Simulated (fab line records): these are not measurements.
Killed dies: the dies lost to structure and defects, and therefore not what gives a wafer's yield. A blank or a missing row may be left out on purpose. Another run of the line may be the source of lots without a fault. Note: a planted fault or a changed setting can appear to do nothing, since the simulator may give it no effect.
Which tool was responsible? || flow sky130 || 6 lots with 18 wafers sampled at 2 steps, on a route of 708 steps

WHAT EACH GAUGE READ, for each wafer
SKY_SD_N_RS_MEAS_16: uses a four-point probe to measure.
{"lot": "L489", "measured": "day 28 23:31", "on": "film metro-03", "SD_N_RS (ohm/sq)": "68.62 68.47 68.44"}
{"lot": "L491", "measured": "day 29 09:47", "on": "film metro-04", "SD_N_RS (ohm/sq)": "68.67 68.52 68.53"}
{"lot": "L493", "measured": "day 29 21:32", "on": "film metro-02", "SD_N_RS (ohm/sq)": "65.82 65.77 65.78"}
{"lot": "L496", "measured": "day 30 20:46", "on": "film metro-04", "SD_N_RS (ohm/sq)": "65.87 65.80 65.87"}
{"lot": "L501", "measured": "day 33 20:16", "on": "film metro-02", "SD_N_RS (ohm/sq)": "65.91 65.94 65.93"}
{"lot": "L507", "measured": "day 34 17:55", "on": "film metro-02", "SD_N_RS (ohm/sq)": "68.43 68.38 68.47"}

EACH LOT AND THE TOOL THAT RAN IT (in order: tool; ch and the chambers of the sampled wafers; start)
{"lot": "L489", "SKY_SD_N_IMPLANT_10": "implanter-03 ch 0, day 28 22:56"}
{"lot": "L491", "SKY_SD_N_IMPLANT_10": "implanter-02 ch 0, day 29 09:16"}
{"lot": "L493", "SKY_SD_N_IMPLANT_10": "implanter-02 ch 0, day 29 20:38"}
{"lot": "L496", "SKY_SD_N_IMPLANT_10": "implanter-01 ch 0, day 30 19:56"}
{"lot": "L501", "SKY_SD_N_IMPLANT_10": "implanter-03 ch 0, day 33 19:25"}
{"lot": "L507", "SKY_SD_N_IMPLANT_10": "implanter-03 ch 0, day 34 17:14"}
- SKY_SD_N_IMPLANT_10

THE ANSWER, worked out from the rows above alone
Rule: the lots themselves supply what counts as usual. The widest of any qualifying gaps counts: lots, ordered by their means at a reading, are off when they make up no more than a third of the lots, leave a main group of 4 or more, and stand apart from it by 3 or more times the standard deviation of that group's means. Not used: any main group whose means are identical at the precision the tables above print for the reading. Also off: a lot with no number at a reading for which 4 or more lots have one. The other lots that the step has rows for count as sound.
No lot is off at any reading shown: from this, nothing can be told.

WHAT THE SIMULATOR HAD INSERTED
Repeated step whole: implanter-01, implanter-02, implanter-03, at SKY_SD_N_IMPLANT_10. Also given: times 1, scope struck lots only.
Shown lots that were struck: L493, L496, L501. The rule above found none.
